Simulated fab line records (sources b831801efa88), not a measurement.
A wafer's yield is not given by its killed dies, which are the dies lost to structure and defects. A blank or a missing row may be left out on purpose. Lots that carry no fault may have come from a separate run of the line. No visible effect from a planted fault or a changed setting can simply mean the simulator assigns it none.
fab line records ; flow sky130
[record] lots = 12; wafers = 36; last_day = 50
route steps=708 shown GATE_OXIDE@188 CONTACT@407 METAL1@434 PAD_OPEN@708
lots that met no fault: from a run of the same line without faults
start_h: hours from the record's opening day to when the first of the lot's shown wafers began ; wait_h: hours since the lot's step before ; " identical to the entry in the row above ; L1.1+2: a single row standing in for several wafers ; - no value, or no start was given ; * or withheld: withheld ; < > ~ a bound
route shown NAME@n: NAME is a module with steps in the file, n the number in the route of the first one ; usual: the fault-free wafers' mean and standard deviation ; same: alike in all rows ; chamber/n: place in a boat ; sites: each site's reading ; _std_site: their standard deviation ; _edge_site: outer sites' mean less inner sites' ; radius_mm: how far each site lies from the wafer's centre ; mask NAME#n: copy n ; behind: the most recent tool/chamber to have shaped the wafer ; hold: cause of the lot's hold/its duration in hours/its outcome ; device: which transistor (n, p or np) failed to switch ; end of line: the route-end tests of the same wafers ; a step given without rows: its recipe and nothing more ; killed: dies lost to structure and defects at the first sort, not the wafer's yield ; map: a wafer's dies, marking killed ones x, the rest . and places with no die _
set.NAME: the setting that was run; set.NAME@STEP: the one run at that earlier step ; model.NAME: the simulator's own value behind a step, which no gauge read
route steps across a sampled set of lots; one table per step, one row per wafer
services: the hour from which a tool's chamber was out of use, counted from the record's first day as start_h (under 0 if before that day), plus the number of hours and why
[[steps]]
[step SKY_GATE_OXIDE_OXIDATION_01]
[recipe] temp_c = 900; ambient = O2; stabilise_s = 600; purge_s = 300; target_thk_a = 102.68; ox_time_s = 1473
[usual] spike_tc_bottom_C = 916.9/1.2; spike_tc_centre_C = 901.2/1.3; spike_tc_lower_C = 900.3/1.1; spike_tc_top_C = 913.1/2.5; spike_tc_upper_C = 900.4/0.99; zone_power_lower_pct = 17.15/0.16
lot.wafer;tool;chamber;start_h;wait_h;spike_tc_bottom_C;spike_tc_centre_C;spike_tc_lower_C;spike_tc_top_C;spike_tc_upper_C;zone_power_lower_pct
L424.1;furnace-02;0;299.63;1.1;917.4;900.4;899.4;909.9;899.2;17.43
L424.3;furnace-02;0;299.63;1.1;918.8;900.4;898.2;911.5;900.9;17.23
L424.5;furnace-02;0;299.63;1.1;917.4;901.7;899.1;911.5;901.2;17.44
L430.3;furnace-02;0;346.59;0.0;903.7;887.2;885.7;896.2;889.1;16.80
L430.5;furnace-02;0;346.59;0.0;905.9;888.5;887.0;898.1;889.0;16.76
L430.6;furnace-02;0;346.59;0.0;904.3;886.5;887.4;896.5;886.8;16.86
L431.2;furnace-02;0;355.51;0.5;905.8;885.5;886.4;898.5;888.3;16.56
L431.5;furnace-02;0;355.51;0.5;904.6;887.0;886.2;895.8;887.6;16.59
L431.6;furnace-02;0;355.51;0.5;903.9;886.4;885.8;898.7;888.1;16.55
L432.4;furnace-01;0;360.25;1.2;916.4;901.2;901.1;915.0;900.4;16.93
L432.5;furnace-01;0;360.25;1.2;916.8;904.2;899.8;912.9;899.8;17.21
L432.6;furnace-01;0;360.25;1.2;916.5;902.4;900.4;914.9;900.4;17.32
L433.2;furnace-02;0;368.19;1.9;905.4;886.9;886.7;897.2;884.4;16.51
L433.3;furnace-02;0;368.19;1.9;904.7;886.1;886.5;897.1;886.4;16.60
L433.6;furnace-02;0;368.19;1.9;905.2;887.6;886.5;898.6;886.9;16.80
L434.1;furnace-01;0;375.32;0.2;915.0;901.4;902.4;914.2;901.9;16.87
L434.2;furnace-01;0;375.32;0.2;918.1;902.0;902.4;913.9;899.4;16.98
L434.3;furnace-01;0;375.32;0.2;915.4;900.3;901.3;916.4;901.5;16.86
L436.1;furnace-01;0;400.73;1.4;915.4;901.1;900.6;916.2;899.5;16.90
L436.2;furnace-01;0;400.73;1.4;915.6;902.1;901.1;915.8;901.4;17.28
L436.4;furnace-01;0;400.73;1.4;916.7;902.4;899.5;914.9;900.5;17.23
L437.2;furnace-01;0;404.89;0.7;916.6;901.4;899.8;913.3;900.0;17.09
L437.3;furnace-01;0;404.89;0.7;915.9;902.9;899.7;915.5;900.1;16.85
L437.6;furnace-01;0;404.89;0.7;917.0;902.7;902.3;916.0;899.2;17.07
L441.1;furnace-01;0;435.69;2.4;915.7;902.0;901.9;913.8;901.8;17.31
L441.5;furnace-01;0;435.69;2.4;915.6;901.0;901.6;914.3;902.5;17.05
L441.6;furnace-01;0;435.69;2.4;917.0;901.7;900.3;915.7;902.1;17.15
L443.2;furnace-01;0;451.15;0.0;917.2;902.0;900.6;914.5;902.2;16.89
L443.4;furnace-01;0;451.15;0.0;917.3;900.7;901.1;915.9;900.3;16.92
L443.5;furnace-01;0;451.15;0.0;916.2;901.4;900.7;916.4;899.6;17.27
L444.4;furnace-02;0;463.88;0.0;917.4;898.9;901.8;910.5;898.2;17.19
L444.5;furnace-02;0;463.88;0.0;918.5;900.6;900.7;912.0;900.0;17.30
L444.6;furnace-02;0;463.88;0.0;917.7;899.7;900.6;910.6;901.2;17.06
L445.1;furnace-02;0;475.88;0.0;916.3;899.2;900.6;911.0;899.0;17.21
L445.5;furnace-02;0;475.88;0.0;918.6;899.9;899.9;911.1;901.0;16.83
L445.6;furnace-02;0;475.88;0.0;919.2;900.0;901.4;912.2;898.7;17.09
[step SKY_GATE_OXIDE_THK_MEAS_02]
[recipe] reads = SiO2_of_GATE_OXIDE_OXIDATION_01
[usual] GATE_OXIDE_OXIDATION_00_THK = 10.38/0.2
lot.wafer;tool;chamber;start_h;wait_h;GATE_OXIDE_OXIDATION_00_THK[nm]
L424.1;film_metro-01;-;301.04;0.0;10.10
L424.3;film_metro-01;-;301.04;0.0;10.19
L424.5;film_metro-01;-;301.04;0.0;10.34
L430.3;film_metro-01;-;348.01;0.0;9.00
L430.5;film_metro-01;-;348.01;0.0;8.91
L430.6;film_metro-01;-;348.01;0.0;9.22
L431.2;film_metro-03;-;356.93;0.0;9.08
L431.5;film_metro-03;-;356.93;0.0;9.07
L431.6;film_metro-03;-;356.93;0.0;9.07
L432.4;film_metro-03;-;361.69;0.0;10.21
L432.5;film_metro-03;-;361.69;0.0;10.33
L432.6;film_metro-03;-;361.69;0.0;10.34
L433.2;film_metro-03;-;369.61;0.0;8.41
L433.3;film_metro-03;-;369.61;0.0;8.70
L433.6;film_metro-03;-;369.61;0.0;8.71
L434.1;film_metro-03;-;376.73;0.0;10.40
L434.2;film_metro-03;-;376.73;0.0;10.52
L434.3;film_metro-03;-;376.73;0.0;10.49
L436.1;film_metro-04;-;402.14;0.0;10.09
L436.2;film_metro-04;-;402.14;0.0;10.09
L436.4;film_metro-04;-;402.14;0.0;10.05
L437.2;film_metro-04;-;406.31;0.0;10.49
L437.3;film_metro-04;-;406.31;0.0;10.59
L437.6;film_metro-04;-;406.31;0.0;10.61
L441.1;film_metro-04;-;437.10;0.0;10.42
L441.5;film_metro-04;-;437.10;0.0;10.38
L441.6;film_metro-04;-;437.10;0.0;10.50
L443.2;film_metro-04;-;452.57;0.0;10.42
L443.4;film_metro-04;-;452.57;0.0;10.56
L443.5;film_metro-04;-;452.57;0.0;10.43
L444.4;film_metro-01;-;465.32;0.0;10.05
L444.5;film_metro-01;-;465.32;0.0;10.20
L444.6;film_metro-01;-;465.32;0.0;10.09
L445.1;film_metro-04;-;477.29;0.0;10.17
L445.5;film_metro-04;-;477.29;0.0;10.24
L445.6;film_metro-04;-;477.29;0.0;10.11
[step SKY_CONTACT_THK_MEAS_01]
[recipe] reads = Si3N4_of_CONTACT_CVD_00
[usual] CONTACT_CVD_00_THK = 75.0/1.2
lot.wafer;tool;chamber;start_h;wait_h;CONTACT_CVD_00_THK[nm]
L424.1;film_metro-02;-;724.91;-;74.8
L424.3;film_metro-02;-;724.91;-;74.8
L424.5;film_metro-02;-;724.91;-;75.7
L430.3;film_metro-04;-;772.91;-;73.3
L430.5;film_metro-04;-;772.91;-;76.6
L430.6;film_metro-04;-;772.91;-;74.6
L431.2;film_metro-01;-;779.48;-;74.7
L431.5;film_metro-01;-;779.48;-;75.1
L431.6;film_metro-01;-;779.48;-;75.7
L432.4;film_metro-04;-;786.22;-;76.9
L432.5;film_metro-04;-;786.22;-;75.4
L432.6;film_metro-04;-;786.22;-;76.2
L433.2;film_metro-02;-;791.95;-;75.2
L433.3;film_metro-02;-;791.95;-;75.3
L433.6;film_metro-02;-;791.95;-;76.7
L434.1;film_metro-01;-;797.31;-;71.5
L434.2;film_metro-01;-;797.31;-;72.7
L434.3;film_metro-01;-;797.31;-;74.9
L437.2;film_metro-01;-;840.78;-;74.1
L437.3;film_metro-01;-;840.78;-;76.1
L437.6;film_metro-01;-;840.78;-;75.9
L436.1;film_metro-01;-;841.40;-;73.6
L436.2;film_metro-01;-;841.40;-;74.2
L436.4;film_metro-01;-;841.40;-;75.5
L441.1;film_metro-04;-;850.61;-;74.3
L441.5;film_metro-04;-;850.61;-;76.3
L441.6;film_metro-04;-;850.61;-;76.0
L443.2;film_metro-01;-;870.49;-;73.9
L443.4;film_metro-01;-;870.49;-;75.4
L443.5;film_metro-01;-;870.49;-;75.7
L444.4;film_metro-04;-;877.01;-;76.4
L444.5;film_metro-04;-;877.01;-;75.5
L444.6;film_metro-04;-;877.01;-;74.7
L445.1;film_metro-01;-;886.41;-;75.0
L445.5;film_metro-01;-;886.41;-;74.4
L445.6;film_metro-01;-;886.41;-;75.0
[step SKY_CONTACT_CD_MEAS_14]
[recipe] target_cd_nm = 170
[usual] cd_nm = 169.5/1.6
lot.wafer;tool;chamber;start_h;wait_h;cd_nm
L424.1;cd_sem-01;-;752.66;-;166.7
L424.3;cd_sem-01;-;752.66;-;165.9
L424.5;cd_sem-01;-;752.66;-;166.3
L430.3;cd_sem-01;-;800.65;-;168.8
L430.5;cd_sem-01;-;800.65;-;168.6
L430.6;cd_sem-01;-;800.65;-;169.7
L431.2;cd_sem-01;-;806.38;-;169.6
L431.5;cd_sem-01;-;806.38;-;170.1
L431.6;cd_sem-01;-;806.38;-;168.7
L432.4;cd_sem-02;-;812.77;-;168.3
L432.5;cd_sem-02;-;812.77;-;168.3
L432.6;cd_sem-02;-;812.77;-;166.2
L433.2;cd_sem-01;-;818.83;-;170.8
L433.3;cd_sem-01;-;818.83;-;171.2
L433.6;cd_sem-01;-;818.83;-;170.6
L434.1;cd_sem-02;-;824.46;-;171.2
L434.2;cd_sem-02;-;824.46;-;171.0
L434.3;cd_sem-02;-;824.46;-;172.5
L437.2;cd_sem-02;-;866.78;-;169.5
L437.3;cd_sem-02;-;866.78;-;169.1
L437.6;cd_sem-02;-;866.78;-;169.2
L436.1;cd_sem-01;-;868.61;-;170.2
L436.2;cd_sem-01;-;868.61;-;170.3
L436.4;cd_sem-01;-;868.61;-;169.7
L441.1;cd_sem-01;-;876.97;-;170.3
L441.5;cd_sem-01;-;876.97;-;170.4
L441.6;cd_sem-01;-;876.97;-;171.2
L443.2;cd_sem-01;-;897.03;-;168.8
L443.4;cd_sem-01;-;897.03;-;171.1
L443.5;cd_sem-01;-;897.03;-;169.4
L444.4;cd_sem-02;-;903.53;-;171.1
L444.5;cd_sem-02;-;903.53;-;171.7
L444.6;cd_sem-02;-;903.53;-;171.7
L445.1;cd_sem-02;-;912.40;-;168.7
L445.5;cd_sem-02;-;912.40;-;168.8
L445.6;cd_sem-02;-;912.40;-;167.7
[step SKY_METAL1_SPUTTER_00]
[recipe] material = Ti; target_thk_nm = 15; power_w = 3000; time_s = 10; chamber_pressure_pa = 0.4
[usual] throttle_valve_pct = 29.6/0.66
[same] time_s = 10
lot.wafer;tool;chamber;start_h;wait_h;throttle_valve_pct
L424.1;pvd_sputter-04;-;754.20;0.2;30.2
L424.3;pvd_sputter-04;-;754.20;0.2;29.4
L424.5;pvd_sputter-04;-;754.20;0.2;29.3
L430.3;pvd_sputter-04;-;802.14;0.2;30.6
L430.5;pvd_sputter-04;-;802.14;0.2;29.0
L430.6;pvd_sputter-04;-;802.14;0.2;29.4
L431.2;pvd_sputter-04;-;807.95;0.1;28.9
L431.5;pvd_sputter-04;-;807.95;0.1;29.1
L431.6;pvd_sputter-04;-;807.95;0.1;28.8
L432.4;pvd_sputter-04;-;814.36;0.2;29.4
L432.5;pvd_sputter-04;-;814.36;0.2;28.9
L432.6;pvd_sputter-04;-;814.36;0.2;29.1
L433.2;pvd_sputter-04;-;820.41;0.1;29.2
L433.3;pvd_sputter-04;-;820.41;0.1;28.9
L433.6;pvd_sputter-04;-;820.41;0.1;30.4
L434.1;pvd_sputter-04;-;826.05;0.2;29.1
L434.2;pvd_sputter-04;-;826.05;0.2;29.5
L434.3;pvd_sputter-04;-;826.05;0.2;29.5
L437.2;pvd_sputter-02;-;868.33;0.1;30.6
L437.3;pvd_sputter-02;-;868.33;0.1;30.1
L437.6;pvd_sputter-02;-;868.33;0.1;30.6
L436.1;pvd_sputter-03;-;870.15;0.2;28.8
L436.2;pvd_sputter-03;-;870.15;0.2;29.0
L436.4;pvd_sputter-03;-;870.15;0.2;28.8
L441.1;pvd_sputter-02;-;878.53;0.1;30.5
L441.5;pvd_sputter-02;-;878.53;0.1;30.3
L441.6;pvd_sputter-02;-;878.53;0.1;29.3
L443.2;pvd_sputter-02;-;898.54;0.1;30.2
L443.4;pvd_sputter-02;-;898.54;0.1;30.9
L443.5;pvd_sputter-02;-;898.54;0.1;31.1
L444.4;pvd_sputter-02;-;905.16;0.1;30.2
L444.5;pvd_sputter-02;-;905.16;0.1;29.5
L444.6;pvd_sputter-02;-;905.16;0.1;30.8
L445.1;pvd_sputter-02;-;913.93;0.1;30.3
L445.5;pvd_sputter-02;-;913.93;0.1;30.8
L445.6;pvd_sputter-02;-;913.93;0.1;30.2
[step SKY_PAD_OPEN_PROBE_99]
[usual] killed_at_M0_to_M3 = 44/6.5; killed_at_M4_up = 2.9/1.7; killed_at_contacts = 24/5.7; killed_at_front_end = 16/4.4; killed_at_other = 0.2/0.48; killed_dies = 87/9.6; killed_on_rim = 17/3.8; killed_open = 48/6.7; killed_short = 38/6.2
[same] gross_dies = 492; killed_at_back_side = 0
lot.wafer;tool;chamber;start_h;wait_h;killed_at_M0_to_M3;killed_at_M4_up;killed_at_contacts;killed_at_front_end;killed_at_other;killed_dies;killed_on_rim;killed_open;killed_short
L430.3;prober-01;-;1126.83;0.2;50;1;19;17;0;87;19;51;36
L430.5;prober-01;-;1126.93;0.2;58;6;28;18;0;110;21;53;57
L430.6;prober-01;-;1126.98;0.2;42;1;27;10;0;80;20;46;34
L431.2;prober-01;-;1132.44;0.1;40;0;27;14;0;81;17;50;31
L431.5;prober-01;-;1132.59;0.2;41;4;45;15;0;105;22;56;49
L431.6;prober-01;-;1132.64;0.2;53;4;25;16;0;98;20;53;45
L432.4;prober-02;-;1139.93;0.2;37;2;30;11;0;80;14;43;35
L432.5;prober-02;-;1139.98;0.2;34;3;20;17;0;74;10;40;33
L432.6;prober-02;-;1140.03;0.2;48;0;36;18;0;102;16;69;32
L433.2;prober-01;-;1142.40;0.1;53;2;19;7;0;81;21;45;36
L433.3;prober-01;-;1142.45;0.2;38;3;29;11;0;81;17;47;34
L433.6;prober-01;-;1142.60;0.2;39;2;25;8;0;74;9;36;38
L434.2;prober-02;-;1146.87;0.1;53;6;23;11;0;93;12;56;36
L434.3;prober-02;-;1146.92;0.2;41;3;31;11;0;86;16;45;40
L437.2;prober-01;-;1176.22;0.1;45;3;21;20;0;89;24;45;44
L437.3;prober-01;-;1176.27;0.2;41;2;29;20;1;93;15;52;40
L437.6;prober-01;-;1176.42;0.2;46;4;15;20;0;85;18;50;35
L436.1;prober-01;-;1178.37;0.1;42;3;22;12;0;79;17;46;33
L436.2;prober-01;-;1178.42;0.1;37;5;18;13;0;73;14;41;32
L436.4;prober-01;-;1178.52;0.2;39;3;23;9;1;75;14;45;30
L445.1;prober-02;-;1203.73;0.1;52;3;23;12;0;90;14;48;42
L445.5;prober-02;-;1203.93;0.2;51;6;22;17;0;96;20;56;40
L445.6;prober-02;-;1203.98;0.2;54;4;19;18;0;95;20;50;45
// killed by level:class
L430.3 VIA1:geometric_particle:open=14 METAL3:geometric_particle:short=9 LI_CONTACT:geometric_particle:open=7 FIELD_ISO:geometric_particle:open=6 VIA3:geometric_particle:open=6 FIELD_ISO:geometric_particle:short=5 VIA1:geometric_particle:short=5 VIA2:geometric_particle:open=5
L430.5 VIA2:geometric_particle:open=12 VIA1:geometric_particle:open=12 CONTACT:geometric_particle:short=8 LI_CONTACT:geometric_particle:short=8 METAL2:geometric_particle:short=7 VIA3:geometric_particle:open=6 FIELD_ISO:geometric_particle:open=5 FIELD_ISO:geometric_particle:short=5
L430.6 VIA1:geometric_particle:open=12 LI_CONTACT:geometric_particle:open=9 CONTACT:geometric_particle:open=9 VIA2:geometric_particle:open=7 LOCAL_INTERCONNECT:geometric_particle:short=6 VIA2:geometric_particle:short=5 VIA3:geometric_particle:short=4 METAL2:geometric_particle:short=4
L431.2 CONTACT:geometric_particle:open=12 VIA1:geometric_particle:open=10 VIA1:geometric_particle:short=7 POLY_GATE:geometric_particle:open=6 LOCAL_INTERCONNECT:geometric_particle:short=5 SPACER:geometric_particle:open=4 METAL2:geometric_particle:short=4 VIA3:geometric_particle:open=4
L431.5 CONTACT:geometric_particle:open=14 LI_CONTACT:geometric_particle:open=13 VIA1:geometric_particle:open=9 LI_CONTACT:geometric_particle:short=8 CONTACT:geometric_particle:short=8 METAL2:geometric_particle:short=7 VIA2:geometric_particle:open=7 VIA1:geometric_particle:short=6
L431.6 VIA3:geometric_particle:open=11 VIA1:geometric_particle:open=9 CONTACT:geometric_particle:open=7 VIA2:geometric_particle:open=7 LI_CONTACT:geometric_particle:open=6 LOCAL_INTERCONNECT:geometric_particle:short=6 METAL1:geometric_particle:short=6 FIELD_ISO:geometric_particle:short=5
L432.4 VIA1:geometric_particle:open=10 CONTACT:geometric_particle:short=9 LI_CONTACT:geometric_particle:open=9 CONTACT:geometric_particle:open=6 VIA3:geometric_particle:open=6 VIA1:geometric_particle:short=5 METAL2:geometric_particle:short=5 POLY_GATE:geometric_particle:open=4
L432.5 CONTACT:geometric_particle:open=12 VIA1:geometric_particle:open=9 VIA3:geometric_particle:open=5 FIELD_ISO:geometric_particle:short=4 VIA3:geometric_particle:short=4 LI_CONTACT:geometric_particle:open=4 CONTACT:geometric_particle:short=4 METAL2:geometric_particle:short=4
L432.6 VIA3:geometric_particle:open=15 CONTACT:geometric_particle:open=12 VIA1:geometric_particle:open=12 LI_CONTACT:geometric_particle:open=9 CONTACT:geometric_particle:short=8 FIELD_ISO:geometric_particle:open=6 VIA1:geometric_particle:short=5 VIA2:geometric_particle:open=5
L433.2 CONTACT:geometric_particle:open=13 METAL1:geometric_particle:short=9 VIA3:geometric_particle:open=8 VIA1:geometric_particle:open=8 VIA1:geometric_particle:short=6 VIA2:geometric_particle:open=6 VIA2:geometric_particle:short=5 METAL3:geometric_particle:short=4
L433.3 LI_CONTACT:geometric_particle:open=11 CONTACT:geometric_particle:open=8 METAL1:geometric_particle:short=7 VIA1:geometric_particle:open=7 LOCAL_INTERCONNECT:geometric_particle:short=6 VIA2:geometric_particle:open=6 VIA2:geometric_particle:short=5 FIELD_ISO:geometric_particle:open=3
L433.6 LI_CONTACT:geometric_particle:open=7 VIA2:geometric_particle:open=6 LI_CONTACT:geometric_particle:short=5 CONTACT:geometric_particle:open=5 METAL1:geometric_particle:short=5 METAL2:geometric_particle:short=5 VIA3:geometric_particle:open=5 POLY_GATE:geometric_particle:open=4
L434.2 VIA1:geometric_particle:open=12 VIA2:geometric_particle:open=12 CONTACT:geometric_particle:open=10 LOCAL_INTERCONNECT:geometric_particle:short=5 METAL1:geometric_particle:short=5 METAL2:geometric_particle:short=5 VIA3:geometric_particle:open=5 LI_CONTACT:geometric_particle:open=4
L434.3 CONTACT:geometric_particle:open=13 VIA2:geometric_particle:open=8 METAL2:geometric_particle:short=8 LI_CONTACT:geometric_particle:open=7 CONTACT:geometric_particle:short=6 POLY_GATE:geometric_particle:short=5 METAL1:geometric_particle:short=5 METAL2:geometric_particle:open=4
L437.2 VIA1:geometric_particle:open=13 CONTACT:geometric_particle:open=7 VIA2:geometric_particle:open=7 FIELD_ISO:geometric_particle:short=6 METAL1:geometric_particle:short=6 LI_CONTACT:geometric_particle:open=5 POLY_GATE:geometric_particle:short=5 METAL2:geometric_particle:short=5
L437.3 CONTACT:geometric_particle:open=11 METAL2:geometric_particle:short=9 VIA1:geometric_particle:open=8 POLY_GATE:geometric_particle:open=6 LI_CONTACT:geometric_particle:open=6 LOCAL_INTERCONNECT:geometric_particle:short=6 VIA2:geometric_particle:open=6 POLY_GATE:geometric_particle:short=5
L437.6 VIA1:geometric_particle:open=8 METAL2:geometric_particle:short=7 VIA2:geometric_particle:open=7 CONTACT:geometric_particle:open=6 POLY_GATE:geometric_particle:open=6 LI_CONTACT:geometric_particle:open=6 FIELD_ISO:geometric_particle:short=5 FIELD_ISO:geometric_particle:open=5
L436.1 VIA2:geometric_particle:open=9 VIA1:geometric_particle:open=7 VIA3:geometric_particle:open=6 LI_CONTACT:geometric_particle:open=6 CONTACT:geometric_particle:open=6 METAL2:geometric_particle:short=6 FIELD_ISO:geometric_particle:open=4 LOCAL_INTERCONNECT:geometric_particle:short=4
L436.2 VIA3:geometric_particle:open=8 CONTACT:geometric_particle:open=7 METAL1:geometric_particle:short=7 FIELD_ISO:geometric_particle:short=6 LI_CONTACT:geometric_particle:open=6 VIA2:geometric_particle:open=6 VIA1:geometric_particle:open=5 POLY_GATE:geometric_particle:open=3
L436.4 VIA1:geometric_particle:open=12 CONTACT:geometric_particle:open=9 METAL1:geometric_particle:short=6 METAL2:geometric_particle:short=6 VIA3:geometric_particle:open=6 FIELD_ISO:geometric_particle:open=5 LI_CONTACT:geometric_particle:open=5 LOCAL_INTERCONNECT:geometric_particle:short=4
L445.1 VIA1:geometric_particle:open=10 VIA3:geometric_particle:open=9 CONTACT:geometric_particle:open=8 METAL2:geometric_particle:short=8 LI_CONTACT:geometric_particle:open=6 METAL1:geometric_particle:short=6 VIA2:geometric_particle:open=5 POLY_CUT:geometric_particle:short=3
L445.5 VIA1:geometric_particle:open=11 CONTACT:geometric_particle:open=9 VIA3:geometric_particle:open=8 LI_CONTACT:geometric_particle:open=8 VIA2:geometric_particle:open=6 METAL3:geometric_particle:short=6 FIELD_ISO:geometric_particle:open=5 FIELD_ISO:geometric_particle:short=4
L445.6 METAL1:geometric_particle:short=10 VIA1:geometric_particle:open=10 CONTACT:geometric_particle:open=9 VIA3:geometric_particle:open=7 LI_CONTACT:geometric_particle:open=6 VIA1:geometric_particle:short=6 FIELD_ISO:geometric_particle:open=5 VIA2:geometric_particle:short=5
[[services]]
tool;chamber;start_h;hours;kind
pvd_sputter-02;-;292.68;0.9;repair
pvd_sputter-02;-;294.67;2.0;repair
pvd_sputter-02;-;298.50;0.5;repair
furnace-01;-;312.81;2.8;pm
pvd_sputter-02;-;384.45;23.2;repair
pvd_sputter-04;-;390.19;6.4;repair
pvd_sputter-04;-;411.04;2.3;repair
furnace-02;-;434.05;3.5;pm
furnace-01;-;480.56;3.5;pm
furnace-01;-;484.05;13.1;pm
furnace-02;-;512.76;10.7;repair
furnace-01;-;523.59;2.7;pm
pvd_sputter-04;-;546.23;1.2;repair
furnace-02;-;552.34;2.6;pm
furnace-02;-;601.91;3.5;pm
furnace-01;-;648.56;4.0;pm
furnace-02;-;770.58;3.1;pm
furnace-02;-;773.64;3.3;pm
furnace-02;-;802.05;2.1;repair
furnace-01;-;804.87;2.5;pm
furnace-01;-;817.35;3.0;pm
furnace-02;-;834.50;4.1;pm
furnace-01;-;894.44;5.3;repair
pvd_sputter-04;-;910.02;4.1;repair
[[key]]
[first_sign] step = SKY_GATE_OXIDE_OXIDATION_01; reading = spike_tc_upper_C; direction = down; sigmas = 13; usual = 900.4; struck = 887.4
[effect] step = SKY_GATE_OXIDE_OXIDATION_01; reading = spike_tc_lower_C; direction = down; sigmas = 13; usual = 900.3; struck = 886.5
[effect] step = SKY_GATE_OXIDE_THK_MEAS_02; reading = GATE_OXIDE_OXIDATION_00_THK; direction = down; sigmas = 7.3; usual = 10.38; struck = 8.91
met_at SKY_GATE_OXIDE_OXIDATION_01
struck_lots L430,L431,L433
tester_left_out L430,L431,L433
not_acting_at SKY_CONTACT_THK_MEAS_01,SKY_CONTACT_CD_MEAS_14,SKY_METAL1_SPUTTER_00
onset_between 299.63 346.59
[fault] kind = process_parameter_drift; tool = furnace-02; chamber = -; onset_h = 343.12; steps = SKY_GATE_OXIDE_OXIDATION_01; channel = temp_c; offset = *; shape = step; end_h = 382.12; acts_in = *; stated = *
// tester_left_out: of these lots the tester's yield and bins aren't shown, on N5 and GAA mostly nor the transistor test; their killed dies are dies lost to structure and defects alone, not to doping, threshold or leakage, so they don't give the yield
